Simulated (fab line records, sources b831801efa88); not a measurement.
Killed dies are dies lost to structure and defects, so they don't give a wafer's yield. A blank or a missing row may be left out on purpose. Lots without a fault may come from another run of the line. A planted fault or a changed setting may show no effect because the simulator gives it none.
A struck lot beside a sound one | flow sky130 | 22 steps out of a route of 708
Sound: wafers L772.2, L772.4, L772.6. Struck: wafer L783.6. (L783.2 of the same lot was not struck and is left out.) The cause comes at the end.
At each step with rows: each side's tool, then ch and its chambers, then its first start. Under that, the readings that differ: sound wafers | struck wafers | difference of the means | sigmas: that difference in standard deviations of wafers without a fault.
alike: readings whose means differ by less than 2 such deviations, and words and numbers that are the same on both sides. not compared: withheld readings, readings that some wafer has no value for, bounds like >300 that may hide the same value, and numbers for which the record gives no deviation and whose values overlap.
The two part at a step that has a row with sigmas, a row that says differs or no value, or rows on one side only. Numbers that don't overlap but have no deviation are shown without sigmas and don't part them. A reading that every wafer of one side lacks parts them only if that side has two wafers or more.

first, 5 steps without rows for these wafers: SKY_VT_ADJUST_HVTR_COAT_02 (resist thk 1140 nm); SKY_VT_ADJUST_HVTR_SOFTBAKE_03 (time 60 s); SKY_VT_ADJUST_HVTR_EXPOSE_04 (exposes mask HVTRM, target cd 380 nm); SKY_VT_ADJUST_HVTR_PEB_05; SKY_VT_ADJUST_HVTR_DEVELOP_06 (develop time 60 s).
SKY_VT_ADJUST_HVTR_CD_MEAS_07: target cd 380 nm.
  sound on cd_sem-01, day 10 09:41; struck on cd_sem-01, day 13 11:56
  alike: cd_nm
SKY_VT_ADJUST_HVTR_OVL_MEAS_08:
  sound on overlay-01, day 10 09:48; struck on overlay-01, day 13 12:02
  alike: VT_ADJUST_HVTR_OVL
then, 1 step without rows for these wafers: SKY_VT_ADJUST_HVTR_IMPLANT_09.
SKY_VT_ADJUST_HVTR_STRIP_10: strips in O2/N2.
  sound on plasma_asher-02 ch 0,1, day 10 09:59; struck on plasma_asher-04 ch 0, day 13 12:13
  reading                      | sound             | struck | difference | sigmas
  strip_time_to_endpoint_s (s) | 14.26 14.22 14.26 | 14.07  | -0.18      | -4
  alike: drypump_motor_current_A, oes_product_au
  not compared: rf_hours_counter_h
SKY_VT_ADJUST_HVTR_TW_MEAS_11:
  sound on film_metro-02, day 10 10:05; struck on film_metro-02, day 13 12:20
  alike: VT_ADJUST_HVTR_TW
then, 2 steps without rows for these wafers: SKY_VT_ADJUST_PCH_DEHYDRATE_00 (time 60 s); SKY_VT_ADJUST_PCH_HMDS_01 (prime time 60 s).
SKY_VT_ADJUST_PCH_COAT_02: resist thk 3000 nm.
  sound on litho_track-03 ch 0, day 10 21:40; struck on litho_track-03 ch 0, day 14 01:01
  reading                                         | sound          | struck | difference | sigmas
  model.coat_of_VT_ADJUST_PCH_COAT_02.thk_nm (nm) | 3005 2986 2993 | 2891   | -104       |
  alike: spin_speed_rpm
then, 3 steps without rows for these wafers: SKY_VT_ADJUST_PCH_SOFTBAKE_03; SKY_VT_ADJUST_PCH_EXPOSE_04 (exposes mask NWM, target cd 840 nm); SKY_VT_ADJUST_PCH_PEB_05.
SKY_VT_ADJUST_PCH_DEVELOP_06: develop time 60 s.
  sound on litho_track-03 ch 0; struck on litho_track-03 ch 0
  reading                                         | sound          | struck | difference | sigmas
  model.coat_of_VT_ADJUST_PCH_COAT_02.thk_nm (nm) | 3000 2982 2989 | 2886   | -104       |
SKY_VT_ADJUST_PCH_OVL_MEAS_07:
  sound on overlay-01, day 11 09:42; struck on overlay-01, day 14 14:03
  alike: VT_ADJUST_PCH_OVL
then, 1 step without rows for these wafers: SKY_VT_ADJUST_PCH_IMPLANT_08.
SKY_VT_ADJUST_PCH_STRIP_09: strips in O2/N2.
  sound on plasma_asher-01 ch 0,1, day 11 09:53; struck on plasma_asher-04 ch 0, day 14 14:26
  reading                      | sound             | struck | difference | sigmas
  strip_time_to_endpoint_s (s) | 36.98 36.75 36.82 | 35.65  | -1.20      | -10
  alike: drypump_motor_current_A, oes_product_au
  not compared: rf_hours_counter_h
SKY_VT_ADJUST_PCH_TW_MEAS_10:
  sound on film_metro-03, day 11 09:59; struck on film_metro-03, day 14 14:33
  alike: VT_ADJUST_PCH_TW
-- the record jumps here: 35 days lie between the struck wafers' starts before and after (it left off in module VT_ADJUST_PCH and takes up again in module PAD_OPEN, whose first step shown is number 708 of the route) --
SKY_PAD_OPEN_PROBE_99:
  sound on prober-02, day 47 10:38; struck on prober-02, day 49 18:44
  alike: killed_at_M0_to_M3, killed_at_M4_up, killed_at_contacts, killed_at_front_end, killed_at_other, killed_dies, killed_open, killed_short

WHERE THEY PART
First at SKY_VT_ADJUST_HVTR_STRIP_10; last, within this record, at SKY_VT_ADJUST_PCH_STRIP_09. Later steps at which nothing parts them and some readings are alike: SKY_VT_ADJUST_PCH_TW_MEAS_10, SKY_PAD_OPEN_PROBE_99.

WHY: what the simulator had put in
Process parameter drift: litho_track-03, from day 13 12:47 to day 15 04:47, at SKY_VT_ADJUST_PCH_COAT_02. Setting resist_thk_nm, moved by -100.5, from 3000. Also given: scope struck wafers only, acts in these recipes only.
